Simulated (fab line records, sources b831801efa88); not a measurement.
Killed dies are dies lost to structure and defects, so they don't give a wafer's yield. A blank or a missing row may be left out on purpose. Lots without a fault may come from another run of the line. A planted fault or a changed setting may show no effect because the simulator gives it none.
Tool commonality check | flow gf180mcu | 11 lots, 39 wafers sampled

WHY IT WAS OPENED
At GF_PSD_RS_MEAS_14 the reading NSD_RS is flagged on 2 of 11 lots. Wafers without a fault read 46.15 ohm/sq, standard deviation 0.083.
Rule: a lot is flagged when every wafer of it that has a number lies more than 4 standard deviations from that mean, or none has a number. The other lots count as sound.

lot  | measured     | on            | NSD_RS (ohm/sq), wafer by wafer     | flag
L287 | day 14 04:34 | film_metro-03 | 46.07 46.19 46.05                   |
L288 | day 14 16:29 | film_metro-04 | 46.21 46.15 45.95                   |
L289 | day 14 19:59 | film_metro-01 | 46.22 46.27 46.16                   |
L294 | day 16 10:31 | film_metro-03 | 44.94 45.04 44.94 44.99 44.92 45.04 | FLAGGED
L296 | day 17 08:15 | film_metro-01 | 44.89 44.95 45.03 44.96 45.02 45.07 | FLAGGED
L300 | day 18 20:02 | film_metro-01 | 46.31 46.16 46.09                   |
L302 | day 19 08:22 | film_metro-04 | 46.05 45.97 46.03                   |
L303 | day 19 23:36 | film_metro-01 | 46.24 46.17 45.98                   |
L305 | day 20 11:13 | film_metro-01 | 46.06 46.15 46.09                   |
L307 | day 21 09:15 | film_metro-03 | 46.14 46.02 46.10                   |
L310 | day 22 23:13 | film_metro-03 | 46.14 46.06 45.95                   |
The numbers of the flagged lots are 44.98 ohm/sq on average: -1.17 ohm/sq against the usual, or -14 standard deviations.

WHICH TOOL RAN EACH LOT
The record holds 2 process steps before the reading, out of a route of 602 steps. In each cell: the tool, then ch and the chambers that the sampled wafers went through, then the start.
lot  | flag    | GF_NSD_IMPLANT_09               | GF_NSD_STRIP_11
L287 |         | implanter-01 ch 0, day 13 07:35 | plasma_asher-04 ch 0,1, day 13 07:52
L288 |         | implanter-04 ch 0, day 13 19:26 | plasma_asher-02 ch 0,1, day 13 19:43
L289 |         | implanter-01 ch 0, day 13 22:29 | plasma_asher-04 ch 0,1, day 13 22:46
L294 | FLAGGED | implanter-01 ch 0, day 15 11:59 | plasma_asher-01 ch 0,1, day 15 12:17
L296 | FLAGGED | implanter-01 ch 0, day 16 08:50 | plasma_asher-04 ch 0,1, day 16 09:08
L300 |         | implanter-04 ch 0, day 17 19:16 | plasma_asher-02 ch 0,1, day 17 19:34
L302 |         | implanter-03 ch 0, day 18 08:06 | plasma_asher-04 ch 0,1, day 18 08:22
L303 |         | implanter-03 ch 0, day 18 22:05 | plasma_asher-02 ch 0,1, day 18 22:23
L305 |         | implanter-04 ch 0, day 19 10:14 | plasma_asher-02 ch 0,1, day 19 10:32
L307 |         | implanter-03 ch 0, day 20 09:04 | plasma_asher-01 ch 0,1, day 20 09:22
L310 |         | implanter-03 ch 0, day 21 23:22 | plasma_asher-02 ch 0,1, day 21 23:40
What these steps do:
- GF_NSD_IMPLANT_09
- GF_NSD_STRIP_11: strips in O2/N2.
- GF_PSD_RS_MEAS_14: measures by four-point-probe.

FLAGGED OVER TOTAL, TOOL BY TOOL (the gauges that took the reading come last)
step              | tool            | lots run | flagged | share of the flagged lots | sound lots run after its first flagged lot
GF_NSD_IMPLANT_09 | implanter-01    | 4        | 2       | all                       | 0
GF_NSD_IMPLANT_09 | implanter-03    | 4        | 0       | none                      | -
GF_NSD_IMPLANT_09 | implanter-04    | 3        | 0       | none                      | -
GF_NSD_STRIP_11   | plasma_asher-01 | 2        | 1       | some                      | 1 (L307)
GF_NSD_STRIP_11   | plasma_asher-02 | 5        | 0       | none                      | -
GF_NSD_STRIP_11   | plasma_asher-04 | 4        | 1       | some                      | 1 (L302)
GF_PSD_RS_MEAS_14 | film_metro-01   | 5        | 1       | some                      | 3 (L300,L303,L305)
GF_PSD_RS_MEAS_14 | film_metro-03   | 4        | 1       | some                      | 2 (L307,L310)
GF_PSD_RS_MEAS_14 | film_metro-04   | 2        | 0       | none                      | -

WHAT THE TABLE ALLOWS
1 row of the table ran every flagged lot: implanter-01 at GF_NSD_IMPLANT_09.
- implanter-01 at GF_NSD_IMPLANT_09: 2 of its 4 lots flagged. Its last sound lot is L289 (day 13 22:29), its first flagged lot L294 (day 15 11:59): a fault that began between those two fits. Its own readings lie more than 4 standard deviations out on every wafer of the flagged lots: beam_on_s, faraday_current_uA.
One tool is left: implanter-01 at GF_NSD_IMPLANT_09.

WHAT THE SIMULATOR HAD PUT IN
Process parameter drift: implanter-01, from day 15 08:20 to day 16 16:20, at GF_NSD_IMPLANT_09. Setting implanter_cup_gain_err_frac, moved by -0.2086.
Lots struck among those shown: L294, L296. The rule above found the same.
